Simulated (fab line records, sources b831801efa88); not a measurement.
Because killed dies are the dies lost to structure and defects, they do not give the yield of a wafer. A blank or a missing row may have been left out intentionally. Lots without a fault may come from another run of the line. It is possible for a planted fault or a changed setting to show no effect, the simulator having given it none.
A lot that was struck, set against a sound lot + flow gf180mcu + 27 steps out of a route of 602
Sound: the wafers L270.2, L270.4, L270.5. Wafers L265.1, L265.2, L265.5 were the ones struck. At the end, the cause is stated.
Order at every step that has rows: each side's tool, ch and its chambers, its first start. Under that, the readings that differ: sound wafers + struck wafers + difference of the means + sigmas: that difference in standard deviations of wafers without a fault.
alike: words and numbers the same on both sides, and readings whose means are apart by under 2 such deviations; not compared: readings that were withheld, readings missing a value for some wafer, numbers with overlapping values and no deviation given by the record, and bounds like >300 which may hide the same value.
The two part at a step that has a row with sigmas, a row that says differs or no value, or rows on one side only. Non-overlapping numbers with no deviation appear without sigmas and do not part them. A reading that every wafer of one side lacks parts them only if that side has two wafers or more.

first, 8 steps without rows for these wafers: GF_M2_PEB_12 (peb time 90 s); GF_M2_DEVELOP_13 (develop time 60 s); GF_M2_METAL_ETCH_16 (etches the open film in Cl2/BCl3, stops on SiO2, target depth 750.8 nm, time 125.1 s); GF_M2_STRIP_17 (strips in O2/N2); GF_M2_STRIP_18 (strips in post etch residue remover, time 1200 s); GF_M2_CLEAN_19 (cleans in DIW); GF_V2_CVD_00 (deposits SiO2, target thk 600 nm, time 100 s); GF_V2_CVD_02 (deposits SiO2 from TEOS, target thk 850 nm, time 94.851 s).
GF_V2_CMP_04: polishes SiO2.
  sound on cmp-02 ch 0,1, day 24 03:13; struck on cmp-02 ch 0,2, day 22 11:08
  no value came back on the struck wafers for edgeZonePressureFrac, headPressurePsi (psi), motorCurrentA (A), timeToEndpointS (s); on the sound wafers edgeZonePressureFrac reads 1.000 0.997 0.993
| reading                            | sound           | struck            | difference | sigmas |
|------------------------------------|-----------------|-------------------|------------|--------|
| model.SiO2_of_V2_CVD_02.thkNm (nm) | 632.3 633 630.9 | 841.6 838.7 861.9 | +215.3     |        |
then, 9 steps without rows for these wafers: GF_V2_DEHYDRATE_06 (time 60 s); GF_V2_HMDS_07 (prime time 60 s); GF_V2_COAT_08; GF_V2_COAT_09 (resist thk 1000 nm); GF_V2_SOFTBAKE_10 (time 57.8 s); GF_V2_EXPOSE_11 (exposes mask Via2, target cd 260 nm); GF_V2_PEB_12 (peb time 90 s); GF_V2_DEVELOP_13 (develop time 60 s); GF_V2_ETCH_16 (etches BARC in N2/H2).
GF_V2_ETCH_17: etches SiO2 in C4F8/O2/Ar, stops on TiN, target depth 630 nm.
  sound: rieDiel-01 ch 0,1,3; struck: rieDiel-01 ch 1,3
| reading                      | sound             | struck            | difference | sigmas      |
|------------------------------|-------------------|-------------------|------------|-------------|
| oesProductAu (a.u.)          | 0.860 0.859 0.855 | 1.631 1.608 1.627 | +0.764     | +99 or more |
| model.etch.depthNm (nm)      | 632.3 633 630.9   | 829 813.6 823.8   | +190       |             |
| model.V2.featureDepthNm (nm) | 632.3 633 630.9   | 829 813.6 823.8   | +190       |             |
then, 6 steps without rows for these wafers: GF_V2_STRIP_18 (strips in O2/N2); GF_V2_STRIP_19 (strips in post etch residue remover, time 1200 s); GF_V2_CLEAN_20 (cleans in DIW); GF_V2_SPUTTER_21 (material Ti, target thk 15 nm, time 80.02 s); GF_V2_SPUTTER_22 (material TiN, target thk 10 nm, time 40 s); GF_V2_CVD_23 (deposits W, target thk 350 nm, time 104.94 s).
GF_V2_CMP_26: polishes, stops on SiO2, t overpolish 15 s, target thk 0 nm.
  sound on cmp-01 ch 0,2,3, day 25 00:08; struck on cmp-02 ch 0,3, day 23 11:51
| reading                            | sound             | struck            | difference | sigmas |
|------------------------------------|-------------------|-------------------|------------|--------|
| model.SiO2_of_V2_CVD_02.thkNm (nm) | 628.5 629.2 627.1 | 837.8 834.9 858.1 | +215.3     |        |
  alike: edgeZonePressureFrac, headPressurePsi, motorCurrentA
-- the record jumps here: 8 days lie between the struck wafers' starts before and after (it left off in module V2 and takes up again in module PASSIVATION, whose first step shown is number 602 of the route) --
GF_PASSIVATION_PROBE_99:
  the record has rows for the struck wafers here (prober-02, day 31 11:10) and none for the sound ones

WHERE THEY PART
At GF_V2_CMP_04 first; at GF_PASSIVATION_PROBE_99 last (within this record only).

WHY: whatever the simulator had introduced
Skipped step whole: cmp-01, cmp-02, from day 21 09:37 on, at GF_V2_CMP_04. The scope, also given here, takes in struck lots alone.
